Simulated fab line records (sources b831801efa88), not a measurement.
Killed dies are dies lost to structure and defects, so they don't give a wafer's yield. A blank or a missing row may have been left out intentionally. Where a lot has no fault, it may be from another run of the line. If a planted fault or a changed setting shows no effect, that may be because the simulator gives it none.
Struck lot and sound lot, side by side -- flow sky130 -- 14 steps out of a route of 708
Sound: wafers L751.3, L751.5, L751.6. The struck wafers were L746.2, L746.4, L746.6. The cause comes at the end.
At each step with rows: each side's tool, then ch and its chambers, then its first start. Under that, the readings that differ: sound wafers -- struck wafers -- difference of the means -- sigmas: that difference in standard deviations of wafers without a fault.
alike: words and numbers the same on both sides, and readings whose means are apart by under 2 such deviations; not compared: readings that were withheld, readings missing a value for some wafer, numbers with overlapping values and no deviation given by the record, and bounds like >300 which may hide the same value.
Wherever a step has rows on one side only, a row that says differs or no value, or a row with sigmas, the two part there. Non-overlapping numbers with no deviation appear without sigmas and do not part them. Lack of a reading on every wafer of one side parts them only where that side has two or more wafers.

SKY_METAL1_SPUTTER_01: material TiN, target thk 20 nm, time 16.7 s.
  sound: pvd-sputter-02 at day 37 02:22; struck: pvd-sputter-04 at day 35 08:43
  alike: throttle-valve-pct
SKY_METAL1_SPUTTER_02: material AlCu, target thk 250 nm, time 13.3 s.
  sound: pvd-sputter-02 at day 37 02:23; struck: pvd-sputter-04 at day 35 08:44
  alike: throttle-valve-pct
SKY_METAL1_SPUTTER_03: material Ti, target thk 5 nm, time 3.3 s.
  sound: pvd-sputter-02 at day 37 02:25; struck: pvd-sputter-04 at day 35 08:46
  alike: throttle-valve-pct
SKY_METAL1_SPUTTER_04: material TiN, target thk 70 nm, time 58.3 s.
  sound: pvd-sputter-02 at day 37 02:26; struck: pvd-sputter-04 at day 35 08:47
  alike: throttle-valve-pct
SKY_METAL1_RS_MEAS_05: measurement is done with a four-point probe.
  sound: film-metro-03 at day 37 02:31; struck: film-metro-04 at day 35 08:51
  alike: METAL1_ALCU_RS
SKY_METAL1_THK_MEAS_06: measures by xrf.
  sound: film-metro-03 at day 37 02:37; struck: film-metro-04 at day 35 08:58
  alike: METAL1_ALCU_THK
then, 6 steps without rows for these wafers: SKY_METAL1_DEHYDRATE_07 (time 60 s); SKY_METAL1_HMDS_08 (prime time 60 s); SKY_METAL1_COAT_09 (resist thk 60 nm); SKY_METAL1_COAT_10 (resist thk 450 nm); SKY_METAL1_SOFTBAKE_11 (time 90 s); SKY_METAL1_EXPOSE_12 (exposes mask MM1, target cd 140 nm).
SKY_METAL1_PEB_13:
  struck on litho-track-02, day 36 10:00; sound on litho-track-04 ch 0, day 38 04:00
reading,sound,struck,difference,sigmas
exhaust-pa (Pa),43.6 45.5 44.5,- - -,no value on the struck wafers,
  not compared: chill-plate-temp-C
then, 1 step without rows for these wafers: SKY_METAL1_DEVELOP_14 (develop time 60 s).

## WHERE THEY PART
Only at SKY_METAL1_PEB_13, within this record.

WHY: what had been put in by the simulator
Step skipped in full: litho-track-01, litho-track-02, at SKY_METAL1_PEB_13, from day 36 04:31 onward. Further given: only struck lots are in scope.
